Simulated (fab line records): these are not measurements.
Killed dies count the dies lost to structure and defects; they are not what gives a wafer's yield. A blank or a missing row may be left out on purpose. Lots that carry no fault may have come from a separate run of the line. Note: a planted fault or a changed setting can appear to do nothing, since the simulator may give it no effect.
Which of the tools did it? / flow sky130 / 39 wafers from 13 lots sampled at 5 of the route's 708 steps

WHAT THE GAUGES READ, wafer by wafer
SKY_FIELD_ISO_THK_MEAS_23. Usual: FIELD_ISO_OXIDATION_01_THK 10.02 nm, standard deviation 0.16.
lot=L765; measured=day 2 14:52; on=film_metro-02; FIELD_ISO_OXIDATION_01_THK (nm)=9.82 9.86 9.69; flag=
lot=L766; measured=day 2 19:22; on=film_metro-02; FIELD_ISO_OXIDATION_01_THK (nm)=9.83 9.90 9.92; flag=
lot=L767; measured=day 2 22:45; on=film_metro-02; FIELD_ISO_OXIDATION_01_THK (nm)=9.92 9.91 9.99; flag=
lot=L768; measured=day 3 04:48; on=film_metro-04; FIELD_ISO_OXIDATION_01_THK (nm)=9.79 9.75 9.85; flag=
lot=L771; measured=day 4 00:26; on=film_metro-04; FIELD_ISO_OXIDATION_01_THK (nm)=9.93 9.85 9.82; flag=
lot=L773; measured=day 4 05:54; on=film_metro-02; FIELD_ISO_OXIDATION_01_THK (nm)=10.25 10.45 10.23; flag=
lot=L776; measured=day 4 22:56; on=film_metro-03; FIELD_ISO_OXIDATION_01_THK (nm)=10.16 10.20 9.90; flag=
lot=L778; measured=day 5 11:32; on=film_metro-03; FIELD_ISO_OXIDATION_01_THK (nm)=9.84 9.72 9.97; flag=
lot=L779; measured=day 5 16:55; on=film_metro-02; FIELD_ISO_OXIDATION_01_THK (nm)=9.96 10.02 10.14; flag=
lot=L784; measured=day 6 20:09; on=film_metro-04; FIELD_ISO_OXIDATION_01_THK (nm)=10.06 9.98 10.12; flag=
lot=L785; measured=day 6 23:38; on=film_metro-02; FIELD_ISO_OXIDATION_01_THK (nm)=10.11 9.92 9.78; flag=
lot=L786; measured=day 7 03:00; on=film_metro-03; FIELD_ISO_OXIDATION_01_THK (nm)=9.78 9.92 9.87; flag=
lot=L787; measured=day 7 09:21; on=film_metro-02; FIELD_ISO_OXIDATION_01_THK (nm)=10.03 10.03 10.05; flag=

SKY_DNWELL_TW_MEAS_09. Usual: DNWELL_TW 1105, standard deviation 16.
lot=L765; measured=day 3 12:02; on=film_metro-04; DNWELL_TW=1116 1116 1121; flag=
lot=L766; measured=day 3 16:36; on=film_metro-01; DNWELL_TW=1091 1091 1090; flag=
lot=L767; measured=day 3 20:29; on=film_metro-01; DNWELL_TW=1081 1082 1083; flag=
lot=L768; measured=day 4 02:30; on=film_metro-04; DNWELL_TW=1110 1118 1110; flag=
lot=L771; measured=day 5 00:07; on=film_metro-03; DNWELL_TW=1119 1117 1122; flag=
lot=L773; measured=day 5 04:54; on=film_metro-01; DNWELL_TW=1087 1083 1093; flag=
lot=L776; measured=day 6 00:01; on=film_metro-01; DNWELL_TW=1083 1085 1079; flag=
lot=L778; measured=day 6 15:18; on=film_metro-01; DNWELL_TW=1083 1079 1082; flag=
lot=L779; measured=day 6 20:07; on=film_metro-03; DNWELL_TW=1127 1125 1119; flag=
lot=L784; measured=day 8 02:58; on=film_metro-03; DNWELL_TW=1118 1128 1119; flag=
lot=L785; measured=day 8 02:38; on=film_metro-04; DNWELL_TW=1116 1121 1123; flag=
lot=L786; measured=day 8 06:41; on=film_metro-04; DNWELL_TW=1120 1117 1123; flag=
lot=L787; measured=day 8 12:10; on=film_metro-03; DNWELL_TW=1118 1113 1114; flag=

SKY_PWDE_OVL_MEAS_07. Usual: PWDE_OVL 0.0 nm, standard deviation 1.6.
lot=L765; measured=day 4 04:06; on=overlay-02; PWDE_OVL (nm)=-2.7 -1.4 -0.1; flag=
lot=L766; measured=day 4 07:48; on=overlay-01; PWDE_OVL (nm)=-1.7 -0.4 -2.6; flag=
lot=L767; measured=day 4 12:08; on=overlay-01; PWDE_OVL (nm)=-0.3 2.6 0.0; flag=
lot=L768; measured=day 4 19:17; on=overlay-01; PWDE_OVL (nm)=1.8 1.3 -1.7; flag=
lot=L771; measured=day 5 17:34; on=overlay-01; PWDE_OVL (nm)=5.7 6.1 5.8; flag=OFF
lot=L773; measured=day 5 22:00; on=overlay-02; PWDE_OVL (nm)=8.8 9.6 9.7; flag=OFF
lot=L776; measured=day 6 19:31; on=overlay-02; PWDE_OVL (nm)=6.3 8.5 7.4; flag=OFF
lot=L778; measured=day 7 10:10; on=overlay-02; PWDE_OVL (nm)=-3.0 -2.0 -4.4; flag=
lot=L779; measured=day 7 14:53; on=overlay-01; PWDE_OVL (nm)=1.7 2.8 0.4; flag=
lot=L784; measured=day 9 00:09; on=overlay-02; PWDE_OVL (nm)=-0.1 -1.1 -1.1; flag=
lot=L785; measured=day 8 23:49; on=overlay-01; PWDE_OVL (nm)=-2.6 -1.3 0.5; flag=
lot=L786; measured=day 9 03:42; on=overlay-01; PWDE_OVL (nm)=2.6 1.3 1.6; flag=
lot=L787; measured=day 9 08:50; on=overlay-02; PWDE_OVL (nm)=-0.1 -0.9 -1.0; flag=

SKY_PWDE_TW_MEAS_10. Usual: PWDE_TW 372, standard deviation 5.3.
lot=L765; measured=day 4 04:23; on=film_metro-04; PWDE_TW=373 375 374; flag=
lot=L766; measured=day 4 08:05; on=film_metro-04; PWDE_TW=374 372 371; flag=
lot=L767; measured=day 4 12:25; on=film_metro-03; PWDE_TW=373 375 376; flag=
lot=L768; measured=day 4 19:34; on=film_metro-03; PWDE_TW=379 377 373; flag=
lot=L771; measured=day 5 17:52; on=film_metro-03; PWDE_TW=374 374 374; flag=
lot=L773; measured=day 5 22:17; on=film_metro-04; PWDE_TW=368 370 368; flag=
lot=L776; measured=day 6 19:49; on=film_metro-01; PWDE_TW=365 362 363; flag=
lot=L778; measured=day 7 10:28; on=film_metro-03; PWDE_TW=378 379 378; flag=
lot=L779; measured=day 7 15:11; on=film_metro-04; PWDE_TW=374 375 375; flag=
lot=L784; measured=day 9 00:26; on=film_metro-03; PWDE_TW=380 380 381; flag=
lot=L785; measured=day 9 00:06; on=film_metro-04; PWDE_TW=374 374 374; flag=
lot=L786; measured=day 9 03:59; on=film_metro-01; PWDE_TW=366 366 366; flag=
lot=L787; measured=day 9 09:08; on=film_metro-01; PWDE_TW=365 365 365; flag=

EACH LOT AND THE TOOL THAT RAN IT (in order: tool; ch and the chambers of the sampled wafers; start)
lot=L765; SKY_PWDE_EXPOSE_04=iline_stepper-02 ch 0, day 3 20:44
lot=L766; SKY_PWDE_EXPOSE_04=iline_stepper-02 ch 0, day 4 00:36
lot=L767; SKY_PWDE_EXPOSE_04=iline_stepper-01 ch 0, day 4 04:13
lot=L768; SKY_PWDE_EXPOSE_04=iline_stepper-02 ch 0, day 4 10:41
lot=L771; SKY_PWDE_EXPOSE_04=iline_stepper-01 ch 0, day 5 09:58
lot=L773; SKY_PWDE_EXPOSE_04=iline_stepper-01 ch 0, day 5 14:10
lot=L776; SKY_PWDE_EXPOSE_04=iline_stepper-01 ch 0, day 6 09:55
lot=L778; SKY_PWDE_EXPOSE_04=iline_stepper-02 ch 0, day 7 01:44
lot=L779; SKY_PWDE_EXPOSE_04=iline_stepper-02 ch 0, day 7 06:04
lot=L784; SKY_PWDE_EXPOSE_04=iline_stepper-01 ch 0, day 8 13:16
lot=L785; SKY_PWDE_EXPOSE_04=iline_stepper-02 ch 0, day 8 13:03
lot=L786; SKY_PWDE_EXPOSE_04=iline_stepper-01 ch 0, day 8 17:31
lot=L787; SKY_PWDE_EXPOSE_04=iline_stepper-01 ch 0, day 8 23:11
- SKY_PWDE_EXPOSE_04: exposes mask PWDEM, target cd 840 nm.

AS READ BY THE TOOLS THEMSELVES (means over the sampled wafers that have a number; for cases with no such wafer, the mark the record gives instead)
SKY_PWDE_EXPOSE_04. Usual: focus_offset_nm at -0.1 nm, with a standard deviation of 0.58.
lot=L765; tool=iline_stepper-02; focus_offset_nm (nm)=0.1; flag=
lot=L766; tool=iline_stepper-02; focus_offset_nm (nm)=-0.0; flag=
lot=L767; tool=iline_stepper-01; focus_offset_nm (nm)=-0.4; flag=
lot=L768; tool=iline_stepper-02; focus_offset_nm (nm)=0.5; flag=
lot=L771; tool=iline_stepper-01; focus_offset_nm (nm)=-0.2; flag=
lot=L773; tool=iline_stepper-01; focus_offset_nm (nm)=-0.3; flag=
lot=L776; tool=iline_stepper-01; focus_offset_nm (nm)=-0.5; flag=
lot=L778; tool=iline_stepper-02; focus_offset_nm (nm)=0.1; flag=
lot=L779; tool=iline_stepper-02; focus_offset_nm (nm)=-0.4; flag=
lot=L784; tool=iline_stepper-01; focus_offset_nm (nm)=0.2; flag=
lot=L785; tool=iline_stepper-02; focus_offset_nm (nm)=-1.2; flag=
lot=L786; tool=iline_stepper-01; focus_offset_nm (nm)=0.2; flag=
lot=L787; tool=iline_stepper-01; focus_offset_nm (nm)=-0.2; flag=

THE ANSWER, worked out from the rows above alone
Rule: a lot counts as off when the mean over its wafers that have a number is more than 3 standard deviations away from the usual mean. Also off: a lot with no number at a reading for which 4 or more lots have one. All remaining lots with rows at the step are treated as sound. The gauges are gone through in route order, then the tools' own readings, and for those a lot's mean is taken as printed above. At the first step where some lot is off, the reading lying furthest off is the one used; lots without a number count as furthest.
Off: L771, L773, L776, seen at SKY_PWDE_OVL_MEAS_07 (PWDE_OVL).
A tool fits if, at a process step before that reading, it ran every lot that is off, and no sound lot after the first of them. The gauges at SKY_PWDE_OVL_MEAS_07 are tried like those tools. Of those tried, none fits.

WHAT WAS PUT IN BY THE SIMULATOR
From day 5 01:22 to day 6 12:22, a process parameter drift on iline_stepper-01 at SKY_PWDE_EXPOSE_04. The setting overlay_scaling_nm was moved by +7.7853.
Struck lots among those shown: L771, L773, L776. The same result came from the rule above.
